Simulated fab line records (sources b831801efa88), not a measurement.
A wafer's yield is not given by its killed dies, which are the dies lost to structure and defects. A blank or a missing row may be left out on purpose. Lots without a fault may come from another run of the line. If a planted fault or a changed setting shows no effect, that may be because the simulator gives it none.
Which tool was responsible?	flow sky130	14 lots, 42 wafers sampled, at 4 steps of a route of 708

WHAT THE GAUGES READ, wafer by wafer
SKY_VIA4_RS_MEAS_19: a four-point-probe measurement. Usual: VIA4_W_RS gives 0.224 ohm/sq (standard deviation 0.0038).
lot	measured	on	VIA4_W_RS (ohm/sq)	flag
L998	day 42 14:28	filmMetro-02	0.226 0.228 0.226	
L999	day 42 19:33	filmMetro-01	0.226 0.225 0.225	
L100	day 43 03:43	filmMetro-01	0.232 0.227 0.232	
L102	day 43 21:32	filmMetro-01	0.225 0.224 0.220	
L103	day 44 03:41	filmMetro-01	0.226 0.217 0.222	
L104	day 44 19:53	filmMetro-01	0.220 0.228 0.227	
L105	day 44 13:11	filmMetro-02	0.222 0.224 0.223	
L108	day 46 08:12	filmMetro-01	0.227 0.226 0.225	
L111	day 46 12:42	filmMetro-03	0.225 0.225 0.225	
L116	day 47 12:17	filmMetro-01	0.223 0.225 0.222	
L115	day 47 12:36	filmMetro-02	0.224 0.219 0.220	
L118	day 47 18:32	filmMetro-01	0.230 0.229 0.227	
L119	day 48 01:33	filmMetro-01	0.226 0.228 0.224	
L121	day 48 11:37	filmMetro-01	0.228 0.227 0.227	

SKY_VIA4_THK_MEAS_20: measures by xrf. Usual: VIA4_W_THK gives 507 nm (standard deviation 8.7).
lot	measured	on	VIA4_W_THK (nm)	flag
L998	day 42 14:35	filmMetro-02	498 495 499	
L999	day 42 19:40	filmMetro-01	503 504 504	
L100	day 43 03:49	filmMetro-01	494 506 491	
L102	day 43 21:39	filmMetro-01	510 508 517	
L103	day 44 03:47	filmMetro-01	504 520 505	
L104	day 44 20:01	filmMetro-01	514 498 497	
L105	day 44 13:17	filmMetro-02	505 499 504	
L108	day 46 08:19	filmMetro-01	501 505 506	
L111	day 46 12:49	filmMetro-03	505 509 507	
L116	day 47 12:24	filmMetro-01	509 502 513	
L115	day 47 12:43	filmMetro-02	506 511 511	
L118	day 47 18:39	filmMetro-01	493 494 500	
L119	day 48 01:40	filmMetro-01	504 499 509	
L121	day 48 11:44	filmMetro-01	500 501 503	

WHAT TOOL EACH LOT RAN ON (gives the tool, then ch and the chambers of the sampled wafers, and finally the start)
lot	SKY_GATE_OXIDE_WET_ETCH_12	SKY_CAP2M_SPUTTER_02
L998	wetBench-02 ch 2, day 13 16:50	pvdSputter-03, day 39 11:35
L999	wetBench-02 ch 0, day 13 22:44	pvdSputter-02, day 39 16:28
L100	wetBench-01 ch 1, day 14 04:56	pvdSputter-02, day 40 01:56
L102	wetBench-02 ch 3, day 15 02:11	pvdSputter-03, day 40 19:46
L103	wetBench-03 ch 1, day 15 11:27	pvdSputter-01, day 41 02:21
L104	wetBench-02 ch 1, day 15 22:50	pvdSputter-02, day 41 20:49
L105	wetBench-01 ch 3, day 15 23:08	pvdSputter-03, day 41 13:11
L108	wetBench-01 ch 3, day 18 12:09	pvdSputter-02, day 43 12:20
L111	wetBench-01 ch 1, day 18 15:56	pvdSputter-02, day 43 17:51
L116	wetBench-02 ch 0, day 20 04:59	pvdSputter-01, day 44 18:13
L115	wetBench-02 ch 0, day 20 05:11	pvdSputter-03, day 44 19:04
L118	wetBench-03 ch 0, day 20 20:42	pvdSputter-01, day 45 04:59
L119	wetBench-02 ch 2, day 21 01:11	pvdSputter-03, day 45 09:47
L121	wetBench-01 ch 2, day 21 22:14	pvdSputter-02, day 45 21:56
- SKY_GATE_OXIDE_WET_ETCH_12: etches SiO2 in dHF, target depth 16.8 nm, time 336 s.
- SKY_CAP2M_SPUTTER_02: material TiN, target thk 200 nm, time 166.7 s.

WHAT THE TOOLS THEMSELVES READ (means of the sampled wafers that have a number; where no wafer has one, the mark that the record gives instead)
SKY_CAP2M_SPUTTER_02. Usual: throttleValvePct at 30.8 %, with a standard deviation of 0.68.
lot	tool	throttleValvePct (%)	flag
L998	pvdSputter-03	30.5	
L999	pvdSputter-02	30.9	
L100	pvdSputter-02	31.0	
L102	pvdSputter-03	30.3	
L103	pvdSputter-01	30.6	
L104	pvdSputter-02	31.0	
L105	pvdSputter-03	29.8	
L108	pvdSputter-02	30.9	
L111	pvdSputter-02	30.9	
L116	pvdSputter-01	30.3	
L115	pvdSputter-03	30.3	
L118	pvdSputter-01	30.6	
L119	pvdSputter-03	30.6	
L121	pvdSputter-02	31.0	

THE ANSWER, worked out from the rows above alone
Rule: take the mean of a lot's wafers that have a number; if it is more than 3 standard deviations from the usual mean, the lot is off. Also off: a lot with no number at a reading for which 4 or more lots have one. All remaining lots with rows at the step are treated as sound. After the gauges, taken in route order, come the tools' own readings; for these a lot's mean is taken, as printed above. At the first step where some lot is off, the reading lying furthest off is the one used; lots without a number count as furthest.
No lot is off on any of the readings shown, so nothing can be concluded from this.

WHAT THE SIMULATOR PUT IN
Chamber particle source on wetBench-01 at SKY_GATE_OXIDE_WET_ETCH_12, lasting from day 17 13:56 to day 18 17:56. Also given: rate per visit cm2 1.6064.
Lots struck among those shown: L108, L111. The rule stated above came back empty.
